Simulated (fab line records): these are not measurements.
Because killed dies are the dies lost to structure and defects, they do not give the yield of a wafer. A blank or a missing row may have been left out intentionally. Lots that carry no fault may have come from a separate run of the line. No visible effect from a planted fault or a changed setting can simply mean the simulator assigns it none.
fab line records	flow sky130
[record] lots = 10	wafers = 30	lastDay = 50
route steps=708 shown LDD_LDN@301 SPACER@306 RES_XHIGH@340 SD_N@351 PAD_OPEN@708
lots untouched by any fault: they come from a run of this same line in which no faults occurred
startH: hours from the record's first day to the start of the lot's first wafer shown	waitH: time in hours since the lot's previous step	" the same as in the row above	L1.1+2: one row covering several wafers at once	- no value, or no start given	* or withheld: withheld	< > ~ a bound
route shown NAME@n: NAME is a module with steps in the file, n the number in the route of the first one	usual: mean and standard deviation over wafers with no fault	same: alike in all rows	chamber/n: place in a boat	sites: the reading at each site	_std_site: standard deviation of those values	_edge_site: mean of outer sites minus mean of inner sites	radiusMm: for every site, how far away it sits from the centre of the wafer	mask NAME#n: copy n	behind: the most recent tool/chamber to have shaped the wafer	hold: why the lot was held/for how many hours/how that ended	device: which transistor (n, p or np) failed to switch	end of line: the route-end tests of the same wafers	a step given without rows: its recipe and nothing more	killed: count of dies lost to structure and defects at first sort (not the wafer's yield)	map: shows each die of a wafer: x if killed, . if not, _ if none is there
set.NAME: the setting the step ran with; set.NAME@STEP: the setting that earlier step ran with	model.NAME: the simulator's own value behind a step, which no gauge read
a sample of lots followed through the steps of the route, with each step as a table and each wafer as a row
services: a tool's chamber out of use, with start hour (startH, from the record's first day; less than 0 if before it), hours out, and reason
[[steps]]
[step SKY_LDD_LDN_STRIP_12]
[recipe] chemistry = O2/N2	powerW = 1400	pressureMtorr = 1500	platenTempC = withheld	o2FlowSccm = 3000	n2FlowSccm = 300	overashFraction = 0.5
[usual] drypumpMotorCurrentA = 5.7/0.45	n2FlowSccm = 300.1/0.92	o2FlowSccm = 3000/7.9	oesProductAu = 0.716/0.005	stripTimeToEndpointS = 14.19/0.039
[same] overashFraction = 0.5
lot.wafer	tool	chamber	startH	waitH	drypumpMotorCurrentA	n2FlowSccm	o2FlowSccm	oesProductAu	rfHoursCounterH	stripTimeToEndpointS
L989.1	plasmaAsher-01	0	525.92	0.1	5.4	299.7	3006	0.722	9	14.23
L989.3	"	0	"	"	5.4	298.7	3004	0.716	-	14.21
L989.6	"	0	"	"	5.4	299.5	3004	0.713	-	14.22
L990.1	plasmaAsher-02	0	527.65	0.1	5.3	300.6	2994	0.718	74	14.23
L990.3	"	1	"	"	6.3	299.9	2980	0.716	-	14.25
L990.6	"	0	"	"	5.3	299.7	3000	0.712	-	14.22
L991.1	plasmaAsher-01	0	542.90	0.1	5.3	300.3	2980	0.715	11	14.23
L991.3	"	1	"	"	6.1	301.5	3008	0.719	-	14.23
L991.4	"	0	"	"	5.3	299.4	3000	0.716	-	14.26
L994.3	plasmaAsher-02	1	577.79	0.1	6.4	299.4	3000	0.723	-	14.10
L994.4	"	0	"	"	5.4	299.1	2982	0.719	-	14.18
L994.5	"	1	"	"	6.4	300.1	2989	0.724	-	14.19
L102.1	plasmaAsher-03	0	646.43	0.1	5.6	298.6	3008	0.722	50	14.14
L102.3	"	1	"	"	5.1	298.3	2995	0.709	-	14.17
L102.6	"	0	"	"	5.6	300.1	3010	0.727	-	14.16
L103.1	plasmaAsher-02	1	661.73	0.1	6.3	299.0	2990	0.720	88	14.17
L103.3	"	0	"	"	5.3	299.0	2992	0.717	-	14.17
L103.4	"	1	"	"	6.4	299.0	2993	0.713	-	14.15
L105.1	plasmaAsher-01	1	670.43	0.1	6.1	299.3	3002	0.719	24	14.14
L105.2	"	0	"	"	5.3	301.3	2997	0.719	24	14.20
L105.3	"	1	"	"	6.1	299.8	2994	0.721	-	14.17
L106.3	plasmaAsher-02	0	673.57	0.1	5.3	300.0	2991	0.709	-	14.22
L106.5	"	0	"	"	5.3	299.9	2997	0.716	-	14.24
L106.6	"	1	"	"	6.4	302.8	2990	0.715	-	14.22
L108.2	plasmaAsher-02	1	687.27	0.1	6.3	300.0	3006	0.714	90	14.24
L108.5	"	0	"	"	5.3	300.9	2993	0.713	-	14.21
L108.6	"	1	"	"	6.3	299.5	3003	0.714	-	14.25
L110.2	plasmaAsher-02	1	701.55	0.1	6.3	298.6	3001	0.717	91	14.15
L110.4	"	0	"	"	5.3	300.3	2988	0.719	-	14.15
L110.5	"	0	"	"	5.3	301.2	3004	0.718	-	14.17
[step SKY_SPACER_ETCHBACK_02]
[recipe] chemistry = CH3F/O2	target = Si3N4	stopOn = SiO2	sourceW = 400	biasW = 80	pressureMtorr = 25	ch3fFlowSccm = 40	O2_flow_sccm = 30	timeS = 46.7	targetDepthA = 450
[usual] biasW = 80.01/0.22	drypumpMotorCurrentA = 5.7/0.49	oesProductAu = 0.853/0.0065	throttleValvePct = 10.563/0.009
lot.wafer	tool	chamber	startH	waitH	biasW	drypumpMotorCurrentA	oesProductAu	rfHoursCounterH	throttleValvePct
L989.1	rieDiel-03	2	527.39	0.1	79.70	5.2	0.851	10	10.569
L989.3	"	3	"	"	79.87	6.1	0.845	12	10.569
L989.6	"	2	"	"	79.66	5.1	0.857	-	10.544
L990.1	rieDiel-04	2	529.73	0.1	80.27	6.0	0.865	14	10.564
L990.3	"	1	"	"	79.89	6.0	0.857	1	10.574
L990.6	"	0	"	"	79.59	5.2	0.862	-	10.551
L991.1	rieDiel-03	0	549.05	0.1	80.29	5.5	0.855	12	10.564
L991.3	"	3	"	"	80.00	6.1	0.871	13	10.565
L991.4	"	2	"	"	79.67	5.1	0.863	11	10.556
L994.3	rieDiel-01	3	579.25	0.1	79.96	6.1	0.851	-	10.559
L994.4	"	1	"	"	80.20	6.1	0.846	-	10.566
L994.5	"	3	"	"	80.00	6.1	0.844	-	10.572
L102.1	rieDiel-03	1	648.52	0.1	80.03	4.9	0.849	14	10.558
L102.3	"	0	"	"	80.21	5.5	0.846	13	10.551
L102.6	"	0	"	"	79.95	5.5	0.851	-	10.569
L103.1	rieDiel-01	0	663.21	0.1	79.73	6.0	0.849	6	10.565
L103.3	"	2	"	"	80.36	6.3	0.846	6	10.574
L103.4	"	3	"	"	79.89	6.1	0.853	28	10.560
L105.1	rieDiel-03	2	671.91	0.1	79.79	5.1	0.846	13	10.559
L105.2	"	0	"	"	79.84	5.5	0.853	14	10.558
L105.3	"	3	"	"	80.06	6.2	0.850	15	10.558
L106.3	rieDiel-03	0	675.01	0.0	79.97	5.5	0.849	14	10.554
L106.5	"	0	"	"	79.95	5.5	0.850	-	10.559
L106.6	"	3	"	"	80.06	6.1	0.851	-	10.576
L108.2	rieDiel-01	0	689.97	0.0	80.07	5.9	0.855	7	10.542
L108.5	"	1	"	"	80.26	6.1	0.849	-	10.566
L108.6	"	0	"	"	79.85	6.0	0.851	-	10.548
L110.2	rieDiel-03	1	703.03	0.0	80.25	4.9	0.853	15	10.578
L110.4	"	2	"	"	80.30	5.2	0.856	14	10.571
L110.5	"	3	"	"	79.99	6.1	0.857	-	10.567
[step SKY_RES_XHIGH_STRIP_08]
[recipe] chemistry = O2/N2	powerW = 1400	pressureMtorr = 1500	platenTempC = withheld	o2FlowSccm = 3000	n2FlowSccm = 300	overashFraction = 0.5
[usual] drypumpMotorCurrentA = 5.8/0.51	n2FlowSccm = 300.0/0.98	o2FlowSccm = 3001/9.1	oesProductAu = 0.711/0.0041	stripTimeToEndpointS = 14.28/0.042
[same] overashFraction = 0.5
lot.wafer	tool	chamber	startH	waitH	drypumpMotorCurrentA	n2FlowSccm	o2FlowSccm	oesProductAu	rfHoursCounterH	stripTimeToEndpointS
L989.1	plasmaAsher-04	1	615.75	0.1	6.4	300.4	2995	0.712	88	14.23
L989.3	"	1	"	"	6.4	302.4	2990	0.711	-	14.26
L989.6	"	1	"	"	6.4	300.1	2999	0.710	-	14.22
L990.1	plasmaAsher-01	0	618.52	0.1	5.4	300.3	2987	0.703	19	14.22
L990.3	"	0	"	"	5.4	299.7	2984	0.714	-	14.26
L990.6	"	1	"	"	6.1	300.5	3000	0.712	-	14.22
L991.1	plasmaAsher-01	0	637.43	0.1	5.3	301.2	2989	0.714	21	14.26
L991.3	"	0	"	"	5.3	300.4	2995	0.712	-	14.30
L991.4	"	1	"	"	6.1	300.4	2991	0.708	-	14.24
L994.3	plasmaAsher-02	1	666.95	0.1	6.4	299.9	3003	0.709	-	14.26
L994.4	"	0	"	"	5.4	300.3	3003	0.703	-	14.23
L994.5	"	0	"	"	5.3	300.2	2990	0.712	-	14.25
L102.1	plasmaAsher-04	0	733.50	0.1	5.3	301.2	3007	0.721	100	14.36
L102.3	"	0	"	"	5.3	300.7	3010	0.716	-	14.34
L102.6	"	0	"	"	5.3	301.0	3001	0.711	-	14.37
L103.1	plasmaAsher-02	1	748.97	0.1	6.4	299.2	2998	0.710	96	14.25
L103.3	"	0	"	"	5.3	299.1	3023	0.709	-	14.25
L103.4	"	1	"	"	6.4	300.1	3007	0.710	-	14.24
L105.1	plasmaAsher-04	1	754.45	0.1	6.4	300.9	3024	0.712	1	14.26
L105.2	"	0	"	"	5.3	300.7	2994	0.711	1	14.25
L105.3	"	1	"	"	6.5	299.8	3024	0.706	-	14.31
L106.3	plasmaAsher-04	1	759.13	0.1	6.4	300.4	3005	0.711	-	14.22
L106.5	"	1	"	"	6.4	299.7	3004	0.713	-	14.18
L106.6	"	0	"	"	5.3	301.1	2987	0.712	-	14.23
L108.2	plasmaAsher-04	0	773.83	0.1	5.3	300.5	2995	0.711	3	14.30
L108.5	"	0	"	"	5.3	300.7	2997	0.711	-	14.35
L108.6	"	1	"	"	6.4	299.2	2993	0.712	-	14.30
L110.2	plasmaAsher-02	0	784.83	0.1	5.3	299.4	3030	0.711	100	14.30
L110.4	"	1	"	"	6.4	299.6	3003	0.712	-	14.30
L110.5	"	0	"	"	5.3	298.2	3022	0.709	-	14.30
[step SKY_SD_N_IMPLANT_09]
[recipe] species = As	energyKev = 50	doseCm2 = 4e+15	tiltDeg = 0
[usual] beamOnS = 17.0/0.6	doseIonsCm2 = 3.999e+15/4.4e+12	faradayCurrentUA = 12860/450
[same] implantIonAmu = 75
lot.wafer	tool	chamber	startH	waitH	beamOnS	doseIonsCm2	faradayCurrentUA
L989.1	implanter-01	0	644.52	0.0	16.5	4.001e+15	13292
L989.3	"	0	"	"	17.2	4.005e+15	12811
L989.6	"	0	"	"	16.6	3.998e+15	13139
L990.1	implanter-01	0	647.74	0.0	16.8	3.995e+15	13031
L990.3	"	0	"	"	16.6	3.996e+15	13072
L990.6	"	0	"	"	16.3	3.993e+15	13358
L991.1	implanter-01	0	665.49	0.0	17.3	4.003e+15	12618
L991.3	"	0	"	"	17.1	4e+15	12761
L991.4	"	0	"	"	16.2	4.005e+15	13425
L994.3	implanter-04	0	694.92	0.1	17.4	3.993e+15	12523
L994.4	"	0	"	"	18.0	4e+15	12159
L994.5	"	0	"	"	17.7	3.998e+15	12349
L102.1	implanter-01	0	760.89	0.0	16.7	4.007e+15	13083
L102.3	"	0	"	"	16.6	4e+15	13122
L102.6	"	0	"	"	17.2	4.001e+15	12765
L103.1	implanter-03	0	776.59	0.0	16.0	4.005e+15	13699
L103.3	"	0	"	"	16.2	4.001e+15	13462
L103.4	"	0	"	"	15.6	3.999e+15	13971
L105.1	implanter-01	0	780.94	0.0	10.3	1.663e+15	8851
L105.2	"	0	"	"	10.1	1.669e+15	9046
L105.3	"	0	"	"	9.8	1.664e+15	9274
L106.3	implanter-01	0	785.44	0.1	10.5	1.668e+15	8686
L106.5	"	0	"	"	10.2	1.667e+15	8949
L106.6	"	0	"	"	9.9	1.665e+15	9206
L108.2	implanter-01	0	800.26	0.0	10.2	1.662e+15	8922
L108.5	"	0	"	"	9.8	1.663e+15	9342
L108.6	"	0	"	"	10.2	1.66e+15	8989
L110.2	implanter-04	0	811.75	0.0	17.2	4.005e+15	12725
L110.4	"	0	"	"	18.1	4.005e+15	12118
L110.5	"	0	"	"	17.6	4.001e+15	12442
[step SKY_SD_N_STRIP_11]
[recipe] chemistry = O2/N2	powerW = 1400	pressureMtorr = 1500	platenTempC = withheld	o2FlowSccm = 3000	n2FlowSccm = 300	overashFraction = 0.5
[usual] drypumpMotorCurrentA = 5.6/0.41	n2FlowSccm = 300.1/0.87	o2FlowSccm = 3000/9.1	oesProductAu = 0.527/0.0048	stripTimeToEndpointS = 22.56/0.037
[same] overashFraction = 0.5
lot.wafer	tool	chamber	startH	waitH	drypumpMotorCurrentA	n2FlowSccm	o2FlowSccm	oesProductAu	rfHoursCounterH	stripTimeToEndpointS
L989.1	plasmaAsher-03	0	644.82	0.1	5.6	300.6	3004	0.529	50	22.60
L989.3	"	1	"	"	5.1	299.3	2999	0.529	-	22.57
L989.6	"	1	"	"	5.1	301.5	3005	0.508	-	22.55
L990.1	plasmaAsher-03	1	648.04	0.1	5.1	299.4	2999	0.523	51	22.52
L990.3	"	0	"	"	5.6	300.2	2990	0.521	-	22.49
L990.6	"	1	"	"	5.1	299.6	2993	0.525	-	22.52
L991.1	plasmaAsher-01	0	665.79	0.1	5.4	299.4	3013	0.531	23	22.56
L991.3	"	0	"	"	5.3	300.7	3009	0.519	-	22.55
L991.4	"	1	"	"	6.1	299.4	3016	0.531	-	22.56
L994.3	plasmaAsher-03	0	695.21	0.1	5.6	299.1	2998	0.524	-	22.53
L994.4	"	1	"	"	5.1	299.4	3007	0.525	-	22.56
L994.5	"	0	"	"	5.6	300.6	3000	0.521	-	22.55
L102.1	plasmaAsher-03	0	761.19	0.1	5.6	298.8	3008	0.533	62	22.55
L102.3	"	0	"	"	5.6	299.0	3021	0.528	-	22.50
L102.6	"	0	"	"	5.6	298.9	3028	0.542	-	22.50
L103.1	plasmaAsher-01	1	776.89	0.1	6.1	301.3	3002	0.534	34	22.52
L103.3	"	1	"	"	6.1	300.0	3004	0.525	-	22.50
L103.4	"	0	"	"	5.3	300.8	3001	0.528	-	22.51
L105.1	plasmaAsher-01	1	781.24	0.1	6.1	300.0	2995	0.574	35	19.52
L105.2	"	0	"	"	5.3	298.8	3007	0.569	35	19.56
L105.3	"	0	"	"	5.3	300.0	3007	0.562	-	19.55
L106.3	plasmaAsher-02	1	785.72	0.1	6.3	300.2	3002	0.577	-	19.55
L106.5	"	1	"	"	6.4	300.9	3002	0.577	-	19.59
L106.6	"	0	"	"	5.4	300.1	2995	0.563	-	19.55
L108.2	plasmaAsher-01	1	800.54	0.1	6.1	301.0	3009	0.577	37	19.54
L108.5	"	0	"	"	5.4	299.7	3022	0.574	-	19.54
L108.6	"	1	"	"	6.1	299.1	3021	0.573	-	19.57
L110.2	plasmaAsher-03	0	812.02	0.1	5.6	300.1	3002	0.529	67	22.55
L110.4	"	0	"	"	5.6	299.3	3003	0.523	-	22.52
L110.5	"	1	"	"	5.1	300.4	2996	0.523	-	22.48
[step SKY_SD_N_RS_MEAS_16]
[recipe] thkMeasGauge = four-point-probe
[usual] SD_N_RS = 68.44/0.12
lot.wafer	tool	chamber	startH	waitH	hold	SD_N_RS[ohm/sq]
L989.1	filmMetro-02	-	645.21	0.1	-	68.24
L989.3	"	-	"	"	-	68.33
L989.6	"	-	"	"	-	68.37
L990.1	filmMetro-04	-	648.42	0.1	-	68.35
L990.3	"	-	"	"	-	68.32
L990.6	"	-	"	"	-	68.33
L991.1	filmMetro-01	-	666.17	0.1	-	68.71
L991.3	"	-	"	"	-	68.57
L991.4	"	-	"	"	-	68.75
L994.3	filmMetro-04	-	695.60	0.1	-	68.42
L994.4	"	-	"	"	-	68.53
L994.5	"	-	"	"	-	68.33
L102.1	filmMetro-01	-	761.57	0.1	-	68.55
L102.3	"	-	"	"	-	68.59
L102.6	"	-	"	"	-	68.46
L103.1	filmMetro-01	-	777.27	0.1	-	68.57
L103.3	"	-	"	"	-	68.46
L103.4	"	-	"	"	-	68.58
L105.1	filmMetro-04	-	781.62	0.1	awaitDispo/0.2h/release	83.59
L105.2	"	-	"	"	awaitDispo/0.2h/release	83.55
L105.3	"	-	"	"	awaitDispo/0.2h/release	83.39
L105.1	filmMetro-04	-	781.98	0.3	-	83.71
L105.2	"	-	"	"	-	83.39
L105.3	"	-	"	"	-	83.75
L106.3	filmMetro-04	-	786.11	0.1	awaitDispo/0.2h/release	83.38
L106.5	"	-	"	"	awaitDispo/0.2h/release	83.26
L106.6	"	-	"	"	awaitDispo/0.2h/release	82.61
L106.3	filmMetro-04	-	786.47	0.3	-	83.39
L106.5	"	-	"	"	-	83.20
L106.6	"	-	"	"	-	82.63
L108.2	filmMetro-04	-	800.94	0.1	awaitDispo/0.2h/release	83.20
L108.5	"	-	"	"	awaitDispo/0.2h/release	83.14
L108.6	"	-	"	"	awaitDispo/0.2h/release	82.94
L108.2	filmMetro-04	-	801.30	0.3	-	82.96
L108.5	"	-	"	"	-	82.98
L108.6	"	-	"	"	-	82.99
L110.2	filmMetro-04	-	812.43	0.1	-	68.52
L110.4	"	-	"	"	-	68.53
L110.5	"	-	"	"	-	68.42
[step SKY_PAD_OPEN_PROBE_99]
[usual] defectLimitedYield = 82.4/1.9	killed_at_M0_to_M3 = 43/7.1	killed_at_M4_up = 3.2/1.7	killedAtContacts = 24/5.6	killedAtFrontEnd = 16/5	killedAtOther = 0.4/0.68	killedDies = 86/9.3	killedOpen = 47/7.1	killedShort = 39/5.7	sort_bin_3_pad_short = 0.9/0.38	sort_bin_5_function = 10.4/1.5	sort_bin_6_memory = 6.3/1.3	sortNPass = 406/9.3	sortYieldPct = 82.4/1.9
[same] grossDies = 492	killedAtBackSide = 0	sort_bin_4_leakage[%] = 0	sort_bin_8_speed[%] = 0
lot.wafer	tool	chamber	startH	waitH	defectLimitedYield[%]	killed_at_M0_to_M3	killed_at_M4_up	killedAtContacts	killedAtFrontEnd	killedAtOther	killedDies	killedOpen	killedShort	sort_bin_3_pad_short[%]	sort_bin_5_function[%]	sort_bin_6_memory[%]	sortNPass	sortYieldPct[%]
L989.1	prober-01	-	1073.26	0.1	80.7	41	4	24	26	0	95	57	38	0	13.8	5.5	397	80.7
L989.3	prober-01	-	1073.36	0.2	84.1	36	1	23	18	0	78	43	35	0.2	8.9	6.7	414	84.1
L989.6	prober-01	-	1073.51	0.2	83.1	39	4	25	15	0	83	41	42	0.6	9.1	7.1	409	83.1
L990.1	prober-02	-	1077.22	0.1	83.1	42	3	26	12	0	83	40	43	0.6	11.4	4.9	409	83.1
L990.3	prober-02	-	1077.32	0.2	80.1	43	2	30	22	1	98	51	46	1.4	11.6	6.9	394	80.1
L990.6	prober-02	-	1077.47	0.2	83.5	45	1	24	11	0	81	44	37	1.2	10.0	5.3	411	83.5
L991.1	prober-01	-	1090.62	0.1	81.1	47	7	15	22	2	93	48	45	0.8	9.8	8.3	399	81.1
L991.3	prober-01	-	1090.72	0.2	84.6	23	5	22	24	2	76	40	36	1.2	8.1	6.1	416	84.6
L991.4	prober-01	-	1090.77	0.2	81.5	48	7	22	14	0	91	43	47	2.0	10.6	5.9	401	81.5
L994.3	prober-02	-	1111.19	0.2	83.9	34	3	19	22	1	79	41	37	1.2	9.3	5.5	413	83.9
L994.4	prober-02	-	1111.24	0.2	82.3	31	4	29	23	0	87	34	53	1.6	9.3	6.7	405	82.3
L994.5	prober-02	-	1111.29	0.2	83.5	36	5	21	18	1	81	39	41	1.2	9.8	5.5	411	83.5
L102.1	prober-02	-	1155.63	0.1	82.7	47	7	22	9	0	85	36	49	1.0	10.0	6.3	407	82.7
L102.3	prober-02	-	1155.73	0.2	81.1	47	1	27	18	0	93	60	33	0.8	12.0	6.1	399	81.1
L102.6	prober-02	-	1155.88	0.2	80.9	37	4	30	21	2	94	55	38	0.8	11.8	6.5	398	80.9
L103.1	prober-01	-	1167.38	0.1	80.7	41	3	30	21	0	95	57	37	0.2	11.2	7.9	397	80.7
L103.3	prober-01	-	1167.48	0.2	81.7	46	2	27	13	2	90	43	45	0.8	11.4	6.1	402	81.7
L103.4	prober-01	-	1167.53	0.2	82.1	44	2	22	19	1	88	43	42	1.0	11.4	5.5	404	82.1
L110.2	prober-01	-	1192.00	0.1	81.1	49	3	22	19	0	93	49	44	1.0	12.4	5.5	399	81.1
L110.4	prober-01	-	1192.10	0.2	85.0	39	2	20	13	0	74	44	30	0.8	9.6	4.7	418	85.0
L110.5	prober-01	-	1192.15	0.2	81.3	48	5	26	13	0	92	51	40	0.8	11.4	6.5	400	81.3
// killed by level:class
L989.1 VIA1:geometricParticle:open=14 POLY_GATE:geometricParticle:open=7 LI_CONTACT:geometricParticle:open=7 CONTACT:geometricParticle:open=7 VIA3:geometricParticle:open=7 FIELD_ISO:geometricParticle:short=6 VIA2:geometricParticle:open=6 CONTACT:geometricParticle:short=5
L989.3 CONTACT:geometricParticle:open=9 FIELD_ISO:geometricParticle:open=8 VIA1:geometricParticle:short=8 LI_CONTACT:geometricParticle:open=7 VIA1:geometricParticle:open=6 FIELD_ISO:geometricParticle:short=5 VIA2:geometricParticle:open=5 CONTACT:geometricParticle:short=4
L989.6 CONTACT:geometricParticle:open=8 VIA1:geometricParticle:open=8 FIELD_ISO:geometricParticle:short=7 VIA1:geometricParticle:short=6 CONTACT:geometricParticle:short=6 VIA2:geometricParticle:open=5 VIA3:geometricParticle:open=5 LI_CONTACT:geometricParticle:open=4
L990.1 CONTACT:geometricParticle:open=8 VIA1:geometricParticle:open=7 CONTACT:geometricParticle:short=6 METAL2:geometricParticle:short=6 VIA2:geometricParticle:open=5 METAL3:geometricParticle:short=5 LI_CONTACT:geometricParticle:open=5 LOCAL_INTERCONNECT:geometricParticle:short=5
L990.3 CONTACT:geometricParticle:open=12 VIA1:geometricParticle:open=10 LI_CONTACT:geometricParticle:open=9 FIELD_ISO:geometricParticle:short=8 METAL2:geometricParticle:short=8 LOCAL_INTERCONNECT:geometricParticle:short=6 VIA2:geometricParticle:open=5 FIELD_ISO:geometricParticle:open=4
L990.6 LI_CONTACT:geometricParticle:open=9 VIA2:geometricParticle:open=8 CONTACT:geometricParticle:open=7 VIA1:geometricParticle:short=7 VIA1:geometricParticle:open=6 CONTACT:geometricParticle:short=5 METAL2:geometricParticle:short=5 FIELD_ISO:geometricParticle:short=4
L991.1 VIA1:geometricParticle:open=11 POLY_GATE:geometricParticle:short=7 VIA2:geometricParticle:open=7 CONTACT:geometricParticle:open=6 FIELD_ISO:geometricParticle:open=5 METAL2:geometricParticle:short=5 VIA1:geometricParticle:short=5 METAL4:geometricParticle:short=5
L991.3 POLY_GATE:geometricParticle:open=7 FIELD_ISO:geometricParticle:open=6 LI_CONTACT:geometricParticle:open=5 CONTACT:geometricParticle:open=5 POLY_GATE:geometricParticle:short=4 LI_CONTACT:geometricParticle:short=4 METAL3:geometricParticle:short=4 CONTACT:geometricParticle:short=4
L991.4 VIA1:geometricParticle:open=16 METAL2:geometricParticle:short=8 LOCAL_INTERCONNECT:geometricParticle:short=7 CONTACT:geometricParticle:short=6 METAL4:geometricParticle:short=6 VIA2:geometricParticle:open=5 POLY_GATE:geometricParticle:short=5 LI_CONTACT:geometricParticle:open=5
L994.3 CONTACT:geometricParticle:open=8 VIA1:geometricParticle:open=7 VIA1:geometricParticle:short=7 FIELD_ISO:geometricParticle:short=6 VIA2:geometricParticle:open=5 LI_CONTACT:geometricParticle:open=4 METAL2:geometricParticle:short=4 POLY_GATE:geometricParticle:open=3
L994.4 LI_CONTACT:geometricParticle:open=7 METAL1:geometricParticle:short=6 FIELD_ISO:geometricParticle:short=6 LI_CONTACT:geometricParticle:short=6 CONTACT:geometricParticle:short=6 CONTACT:geometricParticle:open=6 FIELD_ISO:geometricParticle:open=5 SPACER:geometricParticle:short=4
L994.5 VIA1:geometricParticle:open=12 LI_CONTACT:geometricParticle:open=7 METAL2:geometricParticle:short=7 METAL1:geometricParticle:short=6 POLY_GATE:geometricParticle:short=5 POLY_GATE:geometricParticle:open=5 LOCAL_INTERCONNECT:geometricParticle:short=5 FIELD_ISO:geometricParticle:open=4
L102.1 VIA1:geometricParticle:short=11 VIA1:geometricParticle:open=9 VIA2:geometricParticle:open=6 CONTACT:geometricParticle:open=6 CONTACT:geometricParticle:short=6 METAL2:geometricParticle:short=5 LI_CONTACT:geometricParticle:open=4 LOCAL_INTERCONNECT:geometricParticle:short=4
L102.3 CONTACT:geometricParticle:open=12 VIA1:geometricParticle:open=11 LI_CONTACT:geometricParticle:open=9 VIA2:geometricParticle:open=8 FIELD_ISO:geometricParticle:open=5 VIA2:geometricParticle:short=5 POLY_GATE:geometricParticle:open=4 METAL1:geometricParticle:short=4
L102.6 VIA1:geometricParticle:open=10 CONTACT:geometricParticle:open=10 LI_CONTACT:geometricParticle:open=9 CONTACT:geometricParticle:short=7 POLY_GATE:geometricParticle:open=6 VIA2:geometricParticle:open=5 VIA3:geometricParticle:open=5 FIELD_ISO:geometricParticle:short=4
L103.1 CONTACT:geometricParticle:open=11 CONTACT:geometricParticle:short=8 VIA2:geometricParticle:open=8 VIA1:geometricParticle:open=8 VIA3:geometricParticle:open=8 POLY_GATE:geometricParticle:open=6 METAL2:geometricParticle:short=5 POLY_GATE:geometricParticle:short=4
L103.3 VIA1:geometricParticle:open=13 CONTACT:geometricParticle:open=9 VIA2:geometricParticle:open=6 LOCAL_INTERCONNECT:geometricParticle:short=6 METAL2:geometricParticle:short=6 CONTACT:geometricParticle:short=6 VIA3:geometricParticle:open=6 VIA1:geometricParticle:short=5
L103.4 LI_CONTACT:geometricParticle:open=8 CONTACT:geometricParticle:open=8 VIA1:geometricParticle:open=8 METAL1:geometricParticle:short=6 VIA3:geometricParticle:open=5 FIELD_ISO:geometricParticle:short=4 POLY_GATE:geometricParticle:open=4 POLY_GATE:geometricParticle:short=4
L110.2 VIA3:geometricParticle:open=10 VIA2:geometricParticle:open=8 FIELD_ISO:geometricParticle:short=7 LI_CONTACT:geometricParticle:open=7 CONTACT:geometricParticle:open=7 METAL1:geometricParticle:short=6 VIA1:geometricParticle:open=5 VIA3:geometricParticle:short=5
L110.4 CONTACT:geometricParticle:open=12 VIA1:geometricParticle:open=6 VIA2:geometricParticle:open=6 FIELD_ISO:geometricParticle:open=4 METAL2:geometricParticle:short=4 VIA2:geometricParticle:short=4 VIA3:geometricParticle:open=4 CONTACT:geometricParticle:short=3
L110.5 VIA1:geometricParticle:open=17 CONTACT:geometricParticle:open=8 LI_CONTACT:geometricParticle:open=6 METAL3:geometricParticle:short=6 CONTACT:geometricParticle:short=5 METAL1:geometricParticle:short=5 VIA1:geometricParticle:short=5 LOCAL_INTERCONNECT:geometricParticle:short=4
[[services]]
tool	chamber	startH	hours	kind
rieDiel-03	1	512.69	6.5	repair
rieDiel-01	0	520.43	7.3	repair
plasmaAsher-01	-	520.56	3.8	repair
implanter-01	-	522.02	2.6	repair
implanter-01	-	549.27	2.1	repair
rieDiel-01	0	550.29	36.2	repair
implanter-01	-	556.24	2.5	repair
implanter-01	-	565.66	2.5	repair
rieDiel-01	2	568.48	44.6	repair
plasmaAsher-04	-	573.79	0.9	repair
plasmaAsher-03	-	579.37	3.2	repair
plasmaAsher-03	-	585.15	14.6	pm
plasmaAsher-03	-	600.73	2.9	repair
rieDiel-01	-	604.46	2.8	pm
rieDiel-03	-	620.23	26.6	repair
plasmaAsher-01	-	622.43	2.4	repair
rieDiel-01	-	630.65	0.8	repair
rieDiel-03	3	649.06	9.9	repair
rieDiel-03	1	664.67	5.5	repair
rieDiel-03	-	673.96	0.4	repair
plasmaAsher-04	-	733.75	9.0	pm
plasmaAsher-04	-	742.75	2.8	pm
rieDiel-03	0	743.29	3.9	repair
plasmaAsher-02	-	797.85	5.8	repair
[[key]]
[firstSign] step = SKY_SD_N_IMPLANT_09	reading = doseIonsCm2	direction = down	sigmas = 99+	usual = *	struck = *
[effect] step = SKY_SD_N_IMPLANT_09	reading = beamOnS	direction = down	sigmas = 11	usual = 17.0	struck = 10.1
[effect] step = SKY_SD_N_STRIP_11	reading = stripTimeToEndpointS	direction = down	sigmas = 82	usual = *	struck = *
[effect] step = SKY_SD_N_RS_MEAS_16	reading = visit	direction = added
[effect] step = SKY_SD_N_RS_MEAS_16	reading = SD_N_RS	direction = up	sigmas = 99+	usual = 68.44	struck = 83.23
metAt SKY_SD_N_IMPLANT_09
struckLots L105,L106,L108
scrappedBehind SKY_SD_N_RS_MEAS_16 L105.1,L105.2,L105.3,L106.3,L106.5,L106.6,L108.2,L108.5,L108.6
notActingAt SKY_LDD_LDN_STRIP_12,SKY_SPACER_ETCHBACK_02,SKY_RES_XHIGH_STRIP_08
onsetBetween 760.89 780.94
[fault] kind = processParameterDrift	tool = implanter-01	chamber = -	onsetH = 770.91	steps = SKY_SD_N_IMPLANT_09	channel = doseCm2	offset = *	shape = step	endH = 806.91	actsIn = *	stated = *
